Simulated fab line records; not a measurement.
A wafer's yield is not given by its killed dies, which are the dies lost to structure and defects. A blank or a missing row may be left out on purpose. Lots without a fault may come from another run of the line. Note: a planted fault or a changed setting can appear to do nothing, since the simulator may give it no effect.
2 desks looking at one fault	flow gf180mcu	each desk holds nothing but its own numbers, with what lay behind them at the end

AT THE TOOL OWNER'S DESK: litho track-02
The tool's own readings at GF_SAB_COAT_04 (resist thk 1000 nm): means of the sampled wafers that have a number, for each lot that ran on this tool. The brackets show how far a lot's mean lies from the usual mean; more than 4 standard deviations puts the lot out of limits, marked OUT.
Columns: A = resist line temp C at GF_SAB_COAT_04, usual 23.00 C; B = spin speed rpm at GF_SAB_COAT_04, usual 2999.8 rpm
lot	first seen here	A	B
L343	day 15 11:11	23.02	2999.0
L346	day 16 09:50	22.86	3001.4
L358	day 20 19:08	22.89	3000.1
L359	day 21 06:52	22.94	3000.4
L360	day 21 17:22	23.03	3001.0
This desk found nothing out of limits on any of the 5 lots.

FROM THE METROLOGY DESK
What the gauges read for every lot (on any tool): the sampled wafers with a number, averaged. The brackets show how far a lot's mean lies from the usual mean; more than 4 standard deviations puts the lot out of limits, marked OUT.
Columns: A = VT_IMPLANT_02_OVL at GF_VT_IMPLANT_OVL_MEAS_29, usual -0.2 nm; B = NSD_RS at GF_PSD_RS_MEAS_14, usual 46.13 ohm/sq
lot	first seen here	A	B
L341	day 6 18:28	-1.9	46.22
L342	day 7 08:23	0.0	46.12
L343	day 7 11:22	0.1	46.21
L344	day 7 19:58	-1.1	46.07
L346	day 8 04:30	1.0	46.14
L347	day 8 13:24	-1.0	46.06
L348	day 8 20:22	-0.5	46.06
L352	day 9 19:07	-1.1	46.17
L358	day 11 12:25	1.1	46.13
L359	day 12 00:32	-1.1	46.05
L360	day 12 05:43	-0.4	46.11
L364	day 13 06:35	-0.3	46.10
This desk found nothing out of limits on any of the 12 lots.

TAKEN TOGETHER
Nothing out of limits was seen by the tool owner's desk.
The metrology desk saw nothing out of limits.

WHAT HAD BEEN PUT IN BY THE SIMULATOR
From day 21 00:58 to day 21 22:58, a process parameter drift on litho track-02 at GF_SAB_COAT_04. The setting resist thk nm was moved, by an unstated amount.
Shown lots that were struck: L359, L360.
